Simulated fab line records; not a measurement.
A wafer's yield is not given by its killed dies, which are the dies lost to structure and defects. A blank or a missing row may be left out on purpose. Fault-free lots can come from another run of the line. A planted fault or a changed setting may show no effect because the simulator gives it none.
Which of the tools did it? + flow sky130 + route of 708 steps, sampled at 1 step: 12 lots, 36 wafers

== WHAT THE GAUGES SHOWED, per wafer ==
SKY_GATE_OXIDE_OVL_MEAS_10.
| lot  | measured     | on         | GATE_OXIDE_OVL (nm) |
|------|--------------|------------|---------------------|
| L075 | day 14 08:19 | overlay-01 | 0.1 1.0 1.5         |
| L077 | day 14 17:02 | overlay-01 | 0.9 0.3 -0.2        |
| L079 | day 15 07:11 | overlay-02 | -0.9 -1.1 0.0       |
| L081 | day 16 06:59 | overlay-01 | 0.5 -0.4 0.0        |
| L083 | day 17 08:00 | overlay-01 | -0.2 -0.9 0.1       |
| L085 | day 18 03:53 | overlay-02 | -0.8 -0.3 -1.5      |
| L087 | day 18 23:40 | overlay-01 | -0.4 -0.6 -0.2      |
| L089 | day 19 18:26 | overlay-02 | -0.2 -1.6 -1.0      |
| L090 | day 20 07:44 | overlay-02 | -0.4 0.7 0.5        |
| L092 | day 20 23:08 | overlay-02 | 0.6 0.1 0.7         |
| L095 | day 21 12:22 | overlay-01 | -0.6 -0.5 -0.5      |
| L097 | day 21 21:32 | overlay-01 | -0.8 -1.0 0.3       |

== TOOL THAT RAN EACH LOT (tool first, then ch and the chambers of the sampled wafers, then the start) ==
Record: no process step prior to these readings.

== THE ANSWER, worked out from the rows above alone ==
Rule: usual is defined by the lots themselves. The widest of any qualifying gaps counts: lots, ordered by their means at a reading, are off when they make up no more than a third of the lots, leave a main group of 4 or more, and stand apart from it by 3 or more times the standard deviation of that group's means. Not used: any main group whose means are identical at the precision the tables above print for the reading. A lot without any number at a reading at which 4 lots or more have one is off too. Where the step has rows for the other lots, those lots are counted as sound.
No lot is off on any of the readings shown, so nothing can be concluded from this.

== WHAT THE SIMULATOR HAD PUT IN ==
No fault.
